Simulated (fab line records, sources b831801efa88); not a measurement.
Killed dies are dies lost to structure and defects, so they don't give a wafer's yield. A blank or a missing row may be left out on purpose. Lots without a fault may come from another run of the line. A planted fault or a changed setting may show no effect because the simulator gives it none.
Chamber matching | flow sky130 | SKY_VIA3_ETCH_15 on rie_diel-04: 4 sister chambers
The step etches SiO2 in C4F8/O2/Ar, stops on TiN, target depth 507 nm, time 78 s. 4 wafers are shown with their chamber, then 8 later ones without.

WAFERS WITH THEIR CHAMBER
wafer  | chamber | oes_product_au (a.u.)
L080.5 | 0       | 0.939
L082.3 | 1       | 0.955
L082.6 | 3       | 0.943
L083.1 | 2       | 0.951

WAFERS WITHOUT THEIR CHAMBER
wafer  | oes_product_au (a.u.)
L083.2 | 0.950
L083.3 | 0.947
L087.2 | 0.945
L087.4 | 0.945
L087.6 | 0.952
L097.1 | 0.939
L097.2 | 0.940
L097.4 | 0.938

WHICH CHAMBER EACH WENT THROUGH
wafer  | from the rows above     | in truth
L083.2 | 2                       | 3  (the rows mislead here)
L083.3 | can't be placed: 2 or 3 | 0
L087.2 | 3                       | 3
L087.4 | 3                       | 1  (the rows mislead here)
L087.6 | can't be placed: 2 or 1 | 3
L097.1 | 0                       | 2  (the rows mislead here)
L097.2 | can't be placed: 0 or 3 | 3
L097.4 | 0                       | 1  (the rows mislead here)
Placed correctly: 1 of 8. Can't be placed from these rows: 3 (the true chamber is among the candidates in 1). Placed wrongly: 4.
How it was worked out, from the rows above alone: a wafer's distance from a chamber is the root of the sum, over the readings, of the square of ((its reading less the chamber's mean) divided by the reading's scatter). The wafer belongs to the nearest chamber; if the next one is less than 2 further off, it can't be placed. A chamber's mean is the mean of its shown wafers. The scatter: with one shown wafer a chamber, the root of the mean of the squares of how far each hidden wafer lies from its nearest shown one.
